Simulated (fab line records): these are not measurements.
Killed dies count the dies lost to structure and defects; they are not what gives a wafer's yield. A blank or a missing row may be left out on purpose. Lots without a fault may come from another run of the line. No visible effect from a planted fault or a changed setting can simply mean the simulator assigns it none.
Chamber matching :: flow sky130 :: cmp-01 running SKY_VIA2_CMP_24: 4 sister chambers
The step polishes, stops on SiO2, t overpolish 20 s, target thk 0 nm. 4 wafers are shown with their chamber, then 7 later ones without.

WAFERS PAIRED WITH THEIR CHAMBERS
wafer: L414.2
chamber: 1
motor current A (A): 11.2

wafer: L414.6
chamber: 3
motor current A (A): 13.7

wafer: L423.2
chamber: 2
motor current A (A): 13.4

wafer: L423.4
chamber: 0
motor current A (A): 9.5

WAFERS MISSING THEIR CHAMBER
wafer: L423.5
motor current A (A): 13.4

wafer: L428.1
motor current A (A): 12.6

wafer: L428.3
motor current A (A): 11.6

wafer: L428.4
motor current A (A): 12.3

wafer: L431.1
motor current A (A): 11.2

wafer: L431.5
motor current A (A): 12.4

wafer: L431.6
motor current A (A): 13.4

THE CHAMBER EACH PASSED THROUGH
wafer: L423.5
from the rows above: can't be placed: 2 or 3
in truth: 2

wafer: L428.1
from the rows above: can't be placed: 2 or 3 or 1
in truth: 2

wafer: L428.3
from the rows above: 1
in truth: 1

wafer: L428.4
from the rows above: can't be placed: 2 or 1 or 3
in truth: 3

wafer: L431.1
from the rows above: 1
in truth: 1

wafer: L431.5
from the rows above: can't be placed: 2 or 1 or 3
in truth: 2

wafer: L431.6
from the rows above: can't be placed: 2 or 3
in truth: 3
Correctly placed: 2 of 7. Can't be placed from these rows: 5 (the true chamber is among the candidates in 5). 0 placed wrongly.
How it was worked out, from the rows above alone: a wafer's distance from a chamber is the root of the sum, over the readings, of the square of ((its reading less the chamber's mean) divided by the reading's scatter). The wafer belongs to the nearest chamber; if the next one is less than 2 further off, it can't be placed. A chamber's mean is the mean of its shown wafers. The scatter: root of mean squared gap, hidden wafer to nearest shown wafer, with one shown wafer a chamber.
